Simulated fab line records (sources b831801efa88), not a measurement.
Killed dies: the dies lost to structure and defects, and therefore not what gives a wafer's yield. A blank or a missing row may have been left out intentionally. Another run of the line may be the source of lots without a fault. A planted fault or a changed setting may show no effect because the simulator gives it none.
Split-lot trial || flow sfq line || route with 325 steps; 5 lots, 23 wafers read

== THE SPLIT ITSELF ==
At SFQ_TRILAYER_A5B_DEP_PECVD_129 (deposits SiO2 from SiH4/N2O, time 133.33 s, target thk 600 nm), the setting time s was moved away from the recipe's 133.33 s on 9 of the 23 wafers read, by +5.0% to +9.6%. The other wafers ran this setting at the recipe's value.

Reading taken at the split's own step.

== THE READING ==
SiO2_of_TRILAYER_A5B_DEP_PECVD_129.thk nm (the simulator's own value, which no gauge read), in nm, at SFQ_TRILAYER_A5B_DEP_PECVD_129 (deposits SiO2 from SiH4/N2O, time 133.33 s, target thk 600 nm). There is no usual value for it anywhere in the file. Average 605.9 nm, standard deviation 13 nm, over the 14 wafers here run with the recipe.

{"wafer": "L074.1", "tool, chamber at the split": "pecvd-01, 0", "time s as run, s": 140, "against the recipe": "+5.0%", "SiO2_of_TRILAYER_A5B_DEP_PECVD_129.thk nm, nm": 643.3, "against lot-mates on the recipe": "+37.9"}
{"wafer": "L074.2", "tool, chamber at the split": "pecvd-01, 1", "time s as run, s": 133.33, "against the recipe": "recipe", "SiO2_of_TRILAYER_A5B_DEP_PECVD_129.thk nm, nm": 592.1, "against lot-mates on the recipe": "-"}
{"wafer": "L074.4", "tool, chamber at the split": "pecvd-01, 1", "time s as run, s": 140, "against the recipe": "+5.0%", "SiO2_of_TRILAYER_A5B_DEP_PECVD_129.thk nm, nm": 639.3, "against lot-mates on the recipe": "+33.9"}
{"wafer": "L074.5", "tool, chamber at the split": "pecvd-01, 2", "time s as run, s": 140, "against the recipe": "+5.0%", "SiO2_of_TRILAYER_A5B_DEP_PECVD_129.thk nm, nm": 636.9, "against lot-mates on the recipe": "+31.5"}
{"wafer": "L074.6", "tool, chamber at the split": "pecvd-01, 0", "time s as run, s": 133.33, "against the recipe": "recipe", "SiO2_of_TRILAYER_A5B_DEP_PECVD_129.thk nm, nm": 618.6, "against lot-mates on the recipe": "-"}
{"wafer": "L075.1", "tool, chamber at the split": "pecvd-03, 1", "time s as run, s": 133.33, "against the recipe": "recipe", "SiO2_of_TRILAYER_A5B_DEP_PECVD_129.thk nm, nm": 592.1, "against lot-mates on the recipe": "-"}
{"wafer": "L075.2", "tool, chamber at the split": "pecvd-03, 0", "time s as run, s": 146.1, "against the recipe": "+9.6%", "SiO2_of_TRILAYER_A5B_DEP_PECVD_129.thk nm, nm": 666.5, "against lot-mates on the recipe": "+73.0"}
{"wafer": "L075.3", "tool, chamber at the split": "pecvd-03, 2", "time s as run, s": 133.33, "against the recipe": "recipe", "SiO2_of_TRILAYER_A5B_DEP_PECVD_129.thk nm, nm": 595, "against lot-mates on the recipe": "-"}
{"wafer": "L075.4", "tool, chamber at the split": "pecvd-03, 0", "time s as run, s": 146.1, "against the recipe": "+9.6%", "SiO2_of_TRILAYER_A5B_DEP_PECVD_129.thk nm, nm": 677.5, "against lot-mates on the recipe": "+84.0"}
{"wafer": "L075.5", "tool, chamber at the split": "pecvd-03, 2", "time s as run, s": 146.1, "against the recipe": "+9.6%", "SiO2_of_TRILAYER_A5B_DEP_PECVD_129.thk nm, nm": 664.6, "against lot-mates on the recipe": "+71.1"}
{"wafer": "L076.2", "tool, chamber at the split": "pecvd-04, 1", "time s as run, s": 133.33, "against the recipe": "recipe", "SiO2_of_TRILAYER_A5B_DEP_PECVD_129.thk nm, nm": 585.7, "against lot-mates on the recipe": "-"}
{"wafer": "L076.3", "tool, chamber at the split": "pecvd-04, 0", "time s as run, s": 141.6, "against the recipe": "+6.2%", "SiO2_of_TRILAYER_A5B_DEP_PECVD_129.thk nm, nm": 638.3, "against lot-mates on the recipe": "+39.6"}
{"wafer": "L076.4", "tool, chamber at the split": "pecvd-04, 1", "time s as run, s": 141.6, "against the recipe": "+6.2%", "SiO2_of_TRILAYER_A5B_DEP_PECVD_129.thk nm, nm": 629.3, "against lot-mates on the recipe": "+30.6"}
{"wafer": "L076.5", "tool, chamber at the split": "pecvd-04, 0", "time s as run, s": 133.33, "against the recipe": "recipe", "SiO2_of_TRILAYER_A5B_DEP_PECVD_129.thk nm, nm": 611.7, "against lot-mates on the recipe": "-"}
{"wafer": "L076.6", "tool, chamber at the split": "pecvd-04, 2", "time s as run, s": 141.6, "against the recipe": "+6.2%", "SiO2_of_TRILAYER_A5B_DEP_PECVD_129.thk nm, nm": 646.5, "against lot-mates on the recipe": "+47.8"}
{"wafer": "L078.1", "tool, chamber at the split": "pecvd-01, 1", "time s as run, s": 133.33, "against the recipe": "recipe", "SiO2_of_TRILAYER_A5B_DEP_PECVD_129.thk nm, nm": 593.4, "against lot-mates on the recipe": "-"}
{"wafer": "L078.4", "tool, chamber at the split": "pecvd-01, 1", "time s as run, s": 133.33, "against the recipe": "recipe", "SiO2_of_TRILAYER_A5B_DEP_PECVD_129.thk nm, nm": 609.2, "against lot-mates on the recipe": "-"}
{"wafer": "L078.5", "tool, chamber at the split": "pecvd-01, 0", "time s as run, s": 133.33, "against the recipe": "recipe", "SiO2_of_TRILAYER_A5B_DEP_PECVD_129.thk nm, nm": 615.9, "against lot-mates on the recipe": "-"}
{"wafer": "L083.1", "tool, chamber at the split": "pecvd-01, 2", "time s as run, s": 133.33, "against the recipe": "recipe", "SiO2_of_TRILAYER_A5B_DEP_PECVD_129.thk nm, nm": 611.9, "against lot-mates on the recipe": "-"}
{"wafer": "L083.2", "tool, chamber at the split": "pecvd-01, 1", "time s as run, s": 133.33, "against the recipe": "recipe", "SiO2_of_TRILAYER_A5B_DEP_PECVD_129.thk nm, nm": 593.7, "against lot-mates on the recipe": "-"}
{"wafer": "L083.3", "tool, chamber at the split": "pecvd-01, 0", "time s as run, s": 133.33, "against the recipe": "recipe", "SiO2_of_TRILAYER_A5B_DEP_PECVD_129.thk nm, nm": 625.3, "against lot-mates on the recipe": "-"}
{"wafer": "L083.4", "tool, chamber at the split": "pecvd-01, 1", "time s as run, s": 133.33, "against the recipe": "recipe", "SiO2_of_TRILAYER_A5B_DEP_PECVD_129.thk nm, nm": 616.9, "against lot-mates on the recipe": "-"}
{"wafer": "L083.5", "tool, chamber at the split": "pecvd-01, 2", "time s as run, s": 133.33, "against the recipe": "recipe", "SiO2_of_TRILAYER_A5B_DEP_PECVD_129.thk nm, nm": 620.7, "against lot-mates on the recipe": "-"}

THE FIT
A straight line over all 23 wafers: SiO2_of_TRILAYER_A5B_DEP_PECVD_129.thk nm changes by +6.34 nm for each +1% of time s; r = +0.90; the points scatter about the line by 11 nm.
The same after taking each lot's own level away (the mean of its wafers on the recipe; 23 wafers): +7.46 nm for each +1%; r = +0.94; scatter 9.9 nm.
The reading moves by 71 nm for the largest change in time s, on that fit.
The lots' own levels span 593.55 to 613.70 nm, that is 1.6 times the standard deviation above.
Hence the slope depends on the lot-to-lot level, as the two fits are not the same.
Check: for one of the wafers moved furthest among these (+9.6%), held out of the fit, the line's prediction against its lot-mates is +70.2 nm. It came out at +73 nm against them.

== THE FILE'S OWN FIT ==
SiO2_of_TRILAYER_A5B_DEP_PECVD_129.thk nm changes by +7.37 nm for each +1% of time s, r = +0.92.
